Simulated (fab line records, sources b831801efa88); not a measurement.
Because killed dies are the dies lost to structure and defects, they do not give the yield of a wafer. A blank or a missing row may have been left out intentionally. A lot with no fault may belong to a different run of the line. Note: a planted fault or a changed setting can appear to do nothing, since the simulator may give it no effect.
fab line records	flow sky130
record lots=6	wafers=18	lastDay=50
route steps=708 shown VIA1@467 METAL2@483 PAD_OPEN@708
lots that met no fault: from a run of the same line without faults
startH: the number of hours between the record's first day and the start of the first shown wafer of the lot	waitH: how many hours have passed since the lot's step before this one	" repeats the value in the row above	L1.1+2: a single row standing in for several wafers	- value missing, or start not given	* or withheld: withheld	< > ~ a bound
route shown NAME@n: names a module that has steps shown in the file, with the first one's number in the route	usual: mean/standard deviation taken from wafers without a fault	same: alike in all rows	chamber/n: place in a boat	sites: the reading at each site	_std_site: the standard deviation of these	_edge_site: outer sites' mean less inner sites'	radiusMm: for every site, how far away it sits from the centre of the wafer	mask NAME#n: copy n	behind: the last tool/chamber to shape the wafer	hold: why the lot went on hold/how many hours it stayed there/how the hold came to an end	device: transistor that didn't switch, given as n, p or np	end of line: tests run on the same wafers once the route is complete	for a step that has no rows: nothing shown but its recipe	killed: dies lost to structure and defects at the first sort, not the wafer's yield	map: shows each die of a wafer: x if killed, . if not, _ if none is there
set.NAME: setting as actually run; set.NAME@STEP: the setting as run at that earlier step	model.NAME: the simulator's own value behind a step, which no gauge read
lots seen at some steps along the route; tables by step, rows by wafer
services: a tool's chamber out of use, with start hour (startH, from the record's first day; less than 0 if before it), hours out, and reason
## steps
# step SKY_VIA1_EXPOSE_09
# recipe maskId=VIM	na=0.8	sourceShape=annular	sigmaInner=0.55	sigmaOuter=0.85	targetCdNm=150	doseMj=38
# step SKY_VIA1_PEB_10
# recipe pebTempC=withheld	pebTimeS=withheld	resist=KrF-thick
# step SKY_VIA1_DEVELOP_11
# recipe developTimeS=60	resist=KrF-thick	devTempC=21
# step SKY_VIA1_CD_MEAS_12
# recipe targetCdNm=150
# usual cdNm=150.4/1.8
lot.wafer	tool	chamber	startH	waitH	cdNm
L872.2	cdSem-02	-	814.96	-	153.7
L872.3	"	-	"	"	153.7
L872.5	"	-	"	"	154.6
L875.4	cdSem-01	-	841.65	-	148.2
L875.5	"	-	"	"	146.9
L875.6	"	-	"	"	148.4
L876.3	cdSem-01	-	849.13	-	150.4
L876.4	"	-	"	"	152.1
L876.5	"	-	"	"	150.8
L886.3	cdSem-02	-	922.69	-	147.3
L886.4	"	-	"	"	150.6
L886.6	"	-	"	"	148.8
L890.1	cdSem-01	-	950.54	-	153.9
L890.2	"	-	"	"	152.3
L890.3	"	-	"	"	153.6
L892.2	cdSem-02	-	968.01	-	149.6
L892.3	"	-	"	"	152.5
L892.6	"	-	"	"	151.4
# step SKY_VIA1_OVL_MEAS_13
# usual VIA1_OVL=1/5.1
lot.wafer	tool	chamber	startH	waitH	VIA1_OVL[nm]
L872.2	overlay-01	-	815.06	0.1	-8
L872.3	"	-	"	"	-6
L872.5	"	-	"	"	-6
L875.4	overlay-01	-	841.73	0.1	10
L875.5	"	-	"	"	-3
L875.6	"	-	"	"	2
L876.3	overlay-02	-	849.22	0.1	-2
L876.4	"	-	"	"	-3
L876.5	"	-	"	"	-6
L886.3	overlay-01	-	922.79	0.1	6
L886.4	"	-	"	"	9
L886.6	"	-	"	"	0
L890.1	overlay-02	-	950.66	0.1	4
L890.2	"	-	"	"	0
L890.3	"	-	"	"	1
L892.2	overlay-01	-	968.12	0.1	-3
L892.3	"	-	"	"	11
L892.6	"	-	"	"	7
# step SKY_VIA1_ETCH_14
# recipe chemistry=N2/H2	target=BARC	ionEnergyEv=200	sourceW=500	biasW=100	pressureMtorr=30	n2FlowSccm=100	h2FlowSccm=200	stopOn=SiO2	timeS=45.9	targetDepthA=600
# usual chamberPressureMTorr=29.997/0.028	drypumpMotorCurrentA=5.7/0.45	oesProductAu=0.855/0.0047	rfFwdPowerW=494.9/1.7	throttleValvePct=13.223/0.0087
lot.wafer	tool	chamber	startH	waitH	chamberPressureMTorr	drypumpMotorCurrentA	oesProductAu	rfFwdPowerW	rfHoursCounterH	throttleValvePct
L872.2	rieDiel-03	3	815.09	0.0	29.983	4.8	0.858	491.4	18	13.224
L872.3	"	0	"	"	29.967	6.1	0.842	493.8	8	13.211
L872.5	"	2	"	"	29.988	5.7	0.846	496.0	-	13.225
L875.4	rieDiel-03	3	841.74	0.0	30.034	4.8	0.852	493.8	18	13.216
L875.5	"	3	"	"	29.961	4.8	0.856	493.3	-	13.222
L875.6	"	0	"	"	29.962	6.1	0.856	494.1	-	13.223
L876.3	rieDiel-02	2	849.24	0.0	30.038	5.7	0.852	495.9	17	13.222
L876.4	"	3	"	"	29.976	6.2	0.849	496.8	3	13.230
L876.5	"	2	"	"	29.993	5.7	0.856	496.3	-	13.233
L886.3	rieDiel-02	1	922.81	0.0	29.963	5.3	0.859	495.3	13	13.227
L886.4	"	3	"	"	30.059	6.1	0.849	496.5	6	13.222
L886.6	"	3	"	"	30.039	6.2	0.863	495.6	-	13.230
L890.1	rieDiel-03	3	950.70	0.0	29.991	4.8	0.861	493.2	21	13.220
L890.2	"	0	"	"	30.021	6.1	0.853	495.3	12	13.216
L890.3	"	1	"	"	30.014	5.8	0.856	492.5	15	13.223
L892.2	rieDiel-02	2	968.15	0.0	30.024	5.7	0.851	494.5	21	13.234
L892.3	"	1	"	"	30.008	5.3	0.851	493.2	15	13.233
L892.6	"	3	"	"	29.970	6.1	0.857	498.2	-	13.222
# step SKY_VIA1_ETCH_15
# recipe target=SiO2	chemistry=C4F8/O2/Ar	targetDepthNm=351	stopOn=TiN	maskMaterial=KrF-thick	sourceW=1500	biasW=1200	pressureMtorr=40	c4f8FlowSccm=withheld	O2_flow_sccm=6	Ar_flow_sccm=300	timeS=54
# usual chamberPressureMTorr=40.00/0.038	oesProductAu=0.982/0.0058	rfFwdPowerW=1485/5.5
lot.wafer	tool	chamber	startH	waitH	chamberPressureMTorr	oesProductAu	rfFwdPowerW	rfHoursCounterH
L872.2	rieDiel-03	3	815.14	0.0	39.99	0.980	1476	18
L872.3	"	0	"	"	39.99	0.992	1492	8
L872.5	"	2	"	"	39.98	0.981	1482	-
L875.4	rieDiel-03	3	841.79	0.0	40.03	0.976	1479	18
L875.5	"	3	"	"	40.02	0.991	1476	-
L875.6	"	0	"	"	39.92	0.981	1490	-
L876.3	rieDiel-02	2	849.29	0.0	40.03	0.986	1485	17
L876.4	"	3	"	"	39.99	0.979	1489	3
L876.5	"	2	"	"	40.01	0.985	1481	-
L886.3	rieDiel-02	1	922.85	0.0	39.99	0.982	1489	13
L886.4	"	3	"	"	40.01	0.976	1484	6
L886.6	"	3	"	"	39.99	0.971	1487	-
L890.1	rieDiel-03	3	950.74	0.0	40.04	0.982	1492	21
L890.2	"	0	"	"	39.95	0.989	1492	12
L890.3	"	1	"	"	40.07	0.992	1482	15
L892.2	rieDiel-02	2	968.19	0.0	40.02	0.975	1487	21
L892.3	"	1	"	"	40.04	0.979	1489	15
L892.6	"	3	"	"	39.93	0.973	1484	-
# step SKY_VIA1_STRIP_16
# recipe chemistry=O2/N2	powerW=1400	pressureMtorr=1500	platenTempC=withheld	o2FlowSccm=3000	n2FlowSccm=300	overashFraction=0.5
# usual chamberPressureMTorr=1500.0/1.3	drypumpMotorCurrentA=5.5/0.37	oesProductAu=0.415/0.0042	stripTimeToEndpointS=4.454/0.021
lot.wafer	tool	chamber	startH	waitH	chamberPressureMTorr	drypumpMotorCurrentA	oesProductAu	rfHoursCounterH	stripTimeToEndpointS
L872.2	plasmaAsher-01	0	815.18	0.0	1501.6	5.2	0.409	67	4.443
L872.3	"	1	"	"	1499.1	5.4	0.413	-	4.419
L872.5	"	1	"	"	1503.5	5.3	0.416	-	4.466
L875.4	plasmaAsher-02	0	841.87	0.1	1497.6	5.9	0.411	-	4.461
L875.5	"	0	"	"	1501.0	5.9	0.410	-	4.438
L875.6	"	1	"	"	1501.0	6.0	0.414	-	4.429
L876.3	plasmaAsher-02	1	849.37	0.1	1499.1	6.0	0.416	-	4.465
L876.4	"	0	"	"	1499.5	6.0	0.413	-	4.452
L876.5	"	1	"	"	1501.0	6.0	0.410	-	4.460
L886.3	plasmaAsher-02	0	922.93	0.1	1501.0	6.0	0.412	-	4.464
L886.4	"	1	"	"	1501.5	6.0	0.408	-	4.434
L886.6	"	0	"	"	1500.0	6.0	0.413	-	4.439
L890.1	plasmaAsher-01	1	950.78	0.0	1498.7	5.4	0.416	79	4.459
L890.2	"	0	"	"	1499.2	5.2	0.417	79	4.467
L890.3	"	0	"	"	1499.2	5.2	0.415	-	4.474
L892.2	plasmaAsher-01	1	968.23	0.0	1499.5	5.4	0.415	81	4.460
L892.3	"	1	"	"	1498.0	5.4	0.413	-	4.473
L892.6	"	1	"	"	1501.1	5.4	0.416	-	4.452
# step SKY_VIA1_STRIP_17
# recipe chemistry=postEtchResidueRemover	timeS=1200	tempC=72.5
# step SKY_VIA1_CLEAN_18
# recipe chemistry=IPA	timeS=180	tempC=25
# step SKY_VIA1_CLEAN_19
# recipe chemistry=O3/DIW	dry=n2Spin
# step SKY_VIA1_SPUTTER_20
# recipe material=TiN	targetThkNm=20	chamberPressurePa=5	powerW=4000	timeS=80
# usual throttleValvePct=29.8/1.5
lot.wafer	tool	chamber	startH	waitH	throttleValvePct
L872.2	pvdSputter-01	-	815.81	0.0	27.7
L872.3	"	-	"	"	30.6
L872.5	"	-	"	"	27.7
L875.4	pvdSputter-02	-	842.49	0.0	27.9
L875.5	"	-	"	"	28.2
L875.6	"	-	"	"	29.9
L876.3	pvdSputter-04	-	849.92	0.0	30.8
L876.4	"	-	"	"	31.3
L876.5	"	-	"	"	30.8
L886.3	pvdSputter-04	-	923.50	0.0	30.7
L886.4	"	-	"	"	30.7
L886.6	"	-	"	"	31.4
L890.1	pvdSputter-04	-	951.38	0.0	31.0
L890.2	"	-	"	"	31.5
L890.3	"	-	"	"	28.6
L892.2	pvdSputter-04	-	968.83	0.0	28.8
L892.3	"	-	"	"	31.0
L892.6	"	-	"	"	31.0
# step SKY_VIA1_CVD_21
# recipe material=W	targetThkNm=270	timeS=80.902	tempC=400	pressureTorr=40
# usual heaterPowerW=821/58	susceptorTempC=399.97/0.21
lot.wafer	tool	chamber	startH	waitH	heaterPowerW	susceptorTempC	model.W_of_VIA1_CVD_21.thkNm
L872.2	cvdW-02	0	815.87	0.0	796	399.76	270.4
L872.3	"	0	"	"	773	400.06	269.3
L872.5	"	1	"	"	796	400.09	271.1
L875.4	cvdW-01	0	842.55	0.0	787	400.08	191.6
L875.5	"	0	"	"	793	400.04	192.5
L875.6	"	1	"	"	948	400.13	268.5
L876.3	cvdW-01	0	850.02	0.1	804	399.63	280.2
L876.4	"	1	"	"	940	400.37	181.5
L876.5	"	1	"	"	950	400.05	180.2
L886.3	cvdW-01	1	923.60	0.1	893	399.80	271.5
L886.4	"	0	"	"	810	399.85	281.1
L886.6	"	1	"	"	909	399.89	269.4
L890.1	cvdW-01	0	951.44	0.0	810	399.63	279.5
L890.2	"	1	"	"	875	400.03	273
L890.3	"	0	"	"	815	400.25	282.1
L892.2	cvdW-01	1	968.89	0.0	913	399.89	269.9
L892.3	"	0	"	"	810	399.98	279.9
L892.6	"	0	"	"	794	399.78	280.8
# step SKY_VIA1_RS_MEAS_22
# recipe thkMeasGauge=four-point-probe	reads=W_of_VIA1_CVD_21+TiN_of_VIA1_SPUTTER_20
# usual VIA1_W_RS=0.423/0.0072
lot.wafer	tool	chamber	startH	waitH	VIA1_W_RS[ohm/sq]
L872.2	filmMetro-04	-	815.98	0.1	0.426
L872.3	"	-	"	"	0.427
L872.5	"	-	"	"	0.424
L875.4	filmMetro-03	-	842.68	0.1	0.607
L875.5	"	-	"	"	0.602
L875.6	"	-	"	"	0.429
L876.3	filmMetro-04	-	850.12	0.1	0.412
L876.4	"	-	"	"	0.640
L876.5	"	-	"	"	0.643
L886.3	filmMetro-04	-	923.70	0.1	0.424
L886.4	"	-	"	"	0.410
L886.6	"	-	"	"	0.428
L890.1	filmMetro-02	-	951.53	0.1	0.412
L890.2	"	-	"	"	0.421
L890.3	"	-	"	"	0.408
L892.2	filmMetro-04	-	969.00	0.1	0.426
L892.3	"	-	"	"	0.411
L892.6	"	-	"	"	0.410
# step SKY_VIA1_THK_MEAS_23
# recipe thkMeasGauge=xrf	reads=W_of_VIA1_CVD_21
# usual VIA1_W_THK=276/5.2
lot.wafer	tool	chamber	startH	waitH	VIA1_W_THK[nm]
L872.2	filmMetro-04	-	816.09	0.1	275
L872.3	"	-	"	"	275
L872.5	"	-	"	"	275
L875.4	filmMetro-03	-	842.77	0.1	193
L875.5	"	-	"	"	194
L875.6	"	-	"	"	271
L876.3	filmMetro-04	-	850.22	0.1	283
L876.4	"	-	"	"	183
L876.5	"	-	"	"	181
L886.3	filmMetro-04	-	923.80	0.1	277
L886.4	"	-	"	"	286
L886.6	"	-	"	"	275
L890.1	filmMetro-02	-	951.65	0.1	287
L890.2	"	-	"	"	280
L890.3	"	-	"	"	290
L892.2	filmMetro-04	-	969.11	0.1	273
L892.3	"	-	"	"	284
L892.6	"	-	"	"	285
# step SKY_VIA1_CMP_24
# recipe stopOn=SiO2	tOverpolishS=15	downForcePsi=3.5	platenRpm=60	targetThkNm=0	padVelocityMS=0.94248
# usual motorCurrentA=10.8/0.93	timeToEndpointS=66.8/2.6
lot.wafer	tool	chamber	startH	waitH	motorCurrentA	timeToEndpointS
L872.2	cmp-01	0	816.24	0.1	10.5	63.6
L872.3	"	1	"	"	9.7	63.5
L872.5	"	2	"	"	10.2	66.3
L875.4	cmp-01	2	842.98	0.2	10.6	46.2
L875.6	"	3	"	"	11.8	68.1
L875.5	"	0	"	"	9.8	46.0
L876.4	cmp-02	2	850.26	0.0	10.6	44.6
L876.3	"	0	"	"	10.0	69.8
L876.5	"	2	"	"	10.4	46.3
L886.4	cmp-02	1	923.84	0.0	11.9	67.7
L886.3	"	2	"	"	10.4	68.9
L886.6	"	2	"	"	10.5	68.9
L890.1	cmp-02	0	951.76	0.1	10.4	73.4
L890.3	"	1	"	"	11.5	72.6
L890.2	"	2	"	"	10.8	71.2
L892.2	cmp-01	2	969.21	0.1	10.2	68.1
L892.3	"	3	"	"	12.3	70.5
L892.6	"	2	"	"	10.3	70.5
# step SKY_METAL2_SPUTTER_00
# recipe material=Ti	targetThkNm=15	powerW=3000	timeS=10	chamberPressurePa=0.4
# usual throttleValvePct=29.8/1.2
lot.wafer	tool	chamber	startH	waitH	throttleValvePct
L872.2	pvdSputter-04	-	816.44	0.1	28.4
L872.3	"	-	"	"	30.6
L872.5	"	-	"	"	31.0
L875.4	pvdSputter-03	-	843.14	0.1	30.2
L875.5	"	-	"	"	29.4
L875.6	"	-	"	"	29.8
L876.3	pvdSputter-03	-	850.56	0.1	29.7
L876.4	"	-	"	"	29.5
L876.5	"	-	"	"	29.5
L886.3	pvdSputter-03	-	924.14	0.2	30.2
L886.4	"	-	"	"	29.4
L886.6	"	-	"	"	29.8
L890.1	pvdSputter-02	-	952.01	0.2	28.4
L890.2	"	-	"	"	29.7
L890.3	"	-	"	"	31.8
L892.2	pvdSputter-03	-	969.46	0.2	30.1
L892.3	"	-	"	"	29.5
L892.6	"	-	"	"	30.2
# step SKY_PAD_OPEN_PROBE_99
# usual defectLimitedYield=82.4/1.9	killed_at_M0_to_M3=44/7	killed_at_M4_up=3.2/1.8	killedAtContacts=24/5.1	killedAtFrontEnd=15/4.3	killedAtOther=0.3/0.5	killedDies=86/9.6	killedOpen=48/7.1	killedShort=38/6.7	sort_bin_3_pad_short=0.9/0.44	sort_bin_5_function=10.3/1.5	sort_bin_6_memory=6.4/1.1	sortNPass=406/9.6	sortYieldPct=82.4/1.9
# same grossDies=492	killedAtBackSide=0	sort_bin_4_leakage[%]=0	sort_bin_8_speed[%]=0
lot.wafer	tool	chamber	startH	waitH	defectLimitedYield[%]	killed_at_M0_to_M3	killed_at_M4_up	killedAtContacts	killedAtFrontEnd	killedAtOther	killedDies	killedOpen	killedShort	sort_bin_3_pad_short[%]	sort_bin_5_function[%]	sort_bin_6_memory[%]	sortNPass	sortYieldPct[%]
L886.3	prober-02	-	1174.28	0.2	82.9	46	3	24	11	0	84	35	49	1.2	11.8	4.1	408	82.9
L886.4	prober-02	-	1174.33	0.2	85.0	29	6	18	20	1	74	31	43	0.8	9.1	5.1	418	85.0
L886.6	prober-02	-	1174.43	0.2	86.0	36	0	17	16	0	69	41	28	0.6	8.9	4.5	423	86.0
# killed by level:class
L886.3 CONTACT:geometricParticle:open=13 METAL2:geometricParticle:short=9 FIELD_ISO:geometricParticle:short=7 METAL1:geometricParticle:short=7 VIA3:geometricParticle:open=6 LI_CONTACT:geometricParticle:short=5 VIA1:geometricParticle:short=5 VIA1:geometricParticle:open=5
L886.4 CONTACT:geometricParticle:open=7 METAL1:geometricParticle:short=7 FIELD_ISO:geometricParticle:short=5 POLY_GATE:geometricParticle:short=5 VIA1:geometricParticle:open=5 FIELD_ISO:geometricParticle:open=4 METAL4:geometricParticle:short=4 CONTACT:geometricParticle:short=4
L886.6 CONTACT:geometricParticle:open=7 VIA1:geometricParticle:open=7 METAL2:geometricParticle:short=7 LI_CONTACT:geometricParticle:open=5 VIA2:geometricParticle:open=5 POLY_GATE:geometricParticle:open=4 VIA3:geometricParticle:open=4 FIELD_ISO:geometricParticle:open=3
## services
tool	chamber	startH	hours	kind
cmp-01	-	793.64	0.8	repair
pvdSputter-03	-	799.00	24.2	repair
pvdSputter-04	-	810.55	0.9	repair
cmp-02	-	812.36	0.7	repair
cmp-02	-	813.61	0.7	repair
rieDiel-03	1	814.68	3.0	repair
cmp-02	-	818.84	4.5	repair
rieDiel-03	3	828.33	6.8	repair
cmp-02	-	829.30	10.2	pm
cmp-02	-	840.83	2.5	repair
rieDiel-03	1	849.83	11.1	repair
cmp-01	-	855.69	1.4	repair
plasmaAsher-02	-	863.32	0.7	repair
cmp-02	-	863.40	0.8	repair
plasmaAsher-01	-	893.25	1.5	repair
rieDiel-03	-	899.05	14.6	pm
cvdW-01	-	901.25	0.4	repair
cvdW-01	-	904.00	14.0	pm
rieDiel-03	3	917.58	10.7	repair
rieDiel-03	1	923.96	3.2	repair
rieDiel-03	-	925.28	1.8	repair
rieDiel-02	0	946.22	1.4	repair
rieDiel-02	0	950.05	39.6	repair
cvdW-01	0	956.58	11.1	repair
## key
firstSign step=SKY_VIA1_RS_MEAS_22	reading=VIA1_W_RS	direction=up	sigmas=28	usual=0.423	struck=0.623
effect step=SKY_VIA1_THK_MEAS_23	reading=VIA1_W_THK	direction=down	sigmas=17	usual=276	struck=188
effect step=SKY_VIA1_CMP_24	reading=timeToEndpointS	direction=down	sigmas=8	usual=*	struck=*
modelEffect step=SKY_VIA1_CVD_21	value=W_of_VIA1_CVD_21.thkNm	without=272.8	struck=186.4
metAt SKY_VIA1_CVD_21
struckWafers L875.4,L875.5,L876.4,L876.5
fault kind=processParameterDrift	tool=cvdW-01	chamber=-	onsetH=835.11	steps=SKY_VIA1_CVD_21	channel=targetThkNm	offset=-85.056	shape=step	endH=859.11	scope=struckWafersOnly	actsIn=theseRecipesOnly	stated=270
